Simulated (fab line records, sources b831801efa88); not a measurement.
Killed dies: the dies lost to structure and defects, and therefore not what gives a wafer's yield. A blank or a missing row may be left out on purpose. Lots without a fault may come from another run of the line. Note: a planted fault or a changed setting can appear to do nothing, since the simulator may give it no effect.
Code-filled problem report in 8D (eight disciplines) form    flow gf180mcu    the parts of the form that need people (team, actions taken, sign-off) are left out

1. THE PROBLEM
STI_CVD_23_THK at GF_STI_THK_MEAS_24 reads a mean of 687 nm on 1 wafer of 1 lot; wafers without a fault read 655 nm with a standard deviation of 7.9. Measured from the usual mean, that is +4.1 standard deviations.
The first sign was on wafer L868.1 at day 5 08:50, on film_metro-04. At this step, 39 wafers from 13 lots have a number in the record. By rule, "out" or "out of limits" means more than 4 standard deviations away from the usual mean. The other wafers with a number count as sound.

2. WHAT IT IS, AND WHAT IT ISN'T
question                     is                is not
which readings at this step  STI_CVD_23_THK    -
which lots                   L868              L853, L855, L856, L857, L859, L860, L861, L863, L871, L872, L873, L876
which wafers of those lots   L868.1            L868.3, L868.6
read on which gauges         film_metro-04     film_metro-01, film_metro-03
when                         from day 5 08:50  up to then (26 sound wafers); but 12 sound wafers of L871, L872, L873, L876 came after

3. WHAT RULES OUT EACH SUSPECT
Counting: any tool at a process step up to the reading remains a suspect provided it ran every lot that is out. Sound lots after the first of them don't rule it out here, since some wafers of a struck lot are sound.
- the gauge at GF_STI_THK_MEAS_24: kept. All the wafers that are out were read on film_metro-04, and no step on other tools shows them out.
- hdpcvd-02 at GF_STI_CVD_23 (deposits SiO2, target thk 650 nm, time 108.3 s): kept. L868, the lot that is out, went through it at day 5 08:46; up to then, the latest sound lot through it was L863 at day 4 07:09.
Remaining after the count are hdpcvd-02 at GF_STI_CVD_23 and film_metro-04 at GF_STI_THK_MEAS_24.

4. THE CAUSE (what the simulator had put in)
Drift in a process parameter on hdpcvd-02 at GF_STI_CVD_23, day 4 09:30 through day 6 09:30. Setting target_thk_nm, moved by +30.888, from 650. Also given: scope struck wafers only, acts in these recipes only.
2 suspects survive the count, and this tool is in that group.

5. THE EFFECT CHAIN, in route order
Each row: a reading whose mean over the struck wafers that have a number lies more than 3 standard deviations from the usual. Scope: only readings with a usual standard deviation given in the record; hours: median across lots of the time from each lot's start at the first step in this table that gives one to its start at this step; sigmas: change in usual standard deviations.
hours  step                reading         usual   on struck wafers  change  sigmas
0      GF_STI_THK_MEAS_24  STI_CVD_23_THK  655 nm  687               +32     +4.1
At these later measuring or inspecting steps, every struck wafer for which the step has a row has a number for every such reading, and none has moved that far: GF_V1_OVL_MEAS_15, GF_V2_THK_MEAS_01.

6. WHAT WOULD HAVE CAUGHT IT SOONER
In this record the first reading out of limits at a measuring or inspecting step was taken at day 5 08:50, 23 hours after the fault began at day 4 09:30.
All the lots that are out (1) had begun GF_STI_CVD_23 on hdpcvd-02 by day 5 08:50. Tool hold at that time: it would have spared none of them.
